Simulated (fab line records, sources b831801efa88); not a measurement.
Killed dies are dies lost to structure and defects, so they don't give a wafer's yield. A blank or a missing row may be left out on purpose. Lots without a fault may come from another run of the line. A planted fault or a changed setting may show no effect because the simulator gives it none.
One fault seen from 2 desks | flow gf180mcu | each desk has only its own numbers; what lay behind them comes last

THE METROLOGY DESK
What the gauges read, lot by lot, whatever tool the lot ran on: means of the sampled wafers that have a number. A lot is out of limits, marked OUT, if its mean lies more than 4 standard deviations from the usual mean; the brackets give that distance.
Columns: A = INCOMING_BOW at GF_STI_BOW_MEAS_00, usual 0 um; B = STI_CVD_03_THK at GF_STI_THK_MEAS_04, usual 207.6 nm; C = cd_nm at GF_POLY_GATE_CD_MEAS_10, usual 280.0 nm
lot  | first seen here | A  | B               | C
L732 | day 1 10:00     | -4 | 206.2           | 281.5
L735 | day 2 01:02     | 6  | 208.8           | 280.7
L736 | day 2 06:01     | 0  | 208.8           | 279.1
L737 | day 2 11:00     | 3  | 206.5           | 278.5
L738 | day 2 16:01     | 3  | 205.6           | 281.2
L739 | day 2 21:00     | -4 | 206.7           | 280.6
L744 | day 3 22:00     | -4 | 179.1 (-15) OUT | 280.1
L747 | day 4 13:01     | -3 | 160.1 (-25) OUT | 279.5
L748 | day 4 18:04     | 5  | 210.4           | 280.4
L752 | day 5 14:01     | -5 | 204.5           | 281.1
L753 | day 5 19:02     | -3 | 207.1           | 280.5
This desk's finding: out of limits on L744, L747; first on L744, day 4 02:16 (STI_CVD_03_THK at GF_STI_THK_MEAS_04). In limits: L732, L735, L736, L737, L738, L739, L748, L752, L753.

THE TOOL OWNER'S DESK: lpcvd-01
The tool's own readings at GF_STI_CVD_03 (deposits Si3N4 from DCS/NH3, target thk 207.16 nm, time 3551 s): means of the sampled wafers that have a number, for each lot that ran on this tool. A lot is out of limits, marked OUT, if its mean lies more than 4 standard deviations from the usual mean; the brackets give that distance.
Columns: A = spike_tc_centre_C at GF_STI_CVD_03, usual 769.5 C; B = spike_tc_lower_C at GF_STI_CVD_03, usual 770.9 C; C = spike_tc_top_C at GF_STI_CVD_03, usual 784 C; D = spike_tc_upper_C at GF_STI_CVD_03, usual 769.7 C; E = zone_power_centre_pct at GF_STI_CVD_03, usual 13.4 %; F = zone_power_lower_pct at GF_STI_CVD_03, usual 11.5 %
lot  | first seen here | A               | B     | C   | D     | E              | F
L736 | day 2 08:47     | 770.1           | 770.7 | 784 | 766.7 | 11.1           | 13.8
L737 | day 2 13:39     | 769.3           | 771.2 | 785 | 768.1 | 11.0           | 13.6
L744 | day 4 00:16     | 737.2 (-22) OUT | 775.4 | 785 | 771.4 | 3.8 (-4.6) OUT | 18.4 (+5.3) OUT
L747 | day 4 14:34     | 738.2 (-21) OUT | 776.3 | 784 | 771.5 | 3.9 (-4.5) OUT | 18.4 (+5.3) OUT
This desk's finding: out of limits on L744, L747; first on L744, day 4 00:16 (spike_tc_centre_C at GF_STI_CVD_03). In limits: L736, L737.

PUT TOGETHER
The tool owner's desk could have raised an alarm at day 4 00:16, on L744, L747.
The metrology desk could have raised an alarm at day 4 02:16, on L744, L747.
Of the lots named, all ran GF_STI_CVD_03 on lpcvd-01.

WHAT THE SIMULATOR HAD PUT IN
Process parameter drift: lpcvd-01, from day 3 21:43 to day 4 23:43, at GF_STI_CVD_03. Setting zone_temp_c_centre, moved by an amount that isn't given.
Lots struck among those shown: L744, L747.
Hours from the fault's start to each desk's first reading out of limits: the tool owner's desk, 3; the metrology desk, 5.
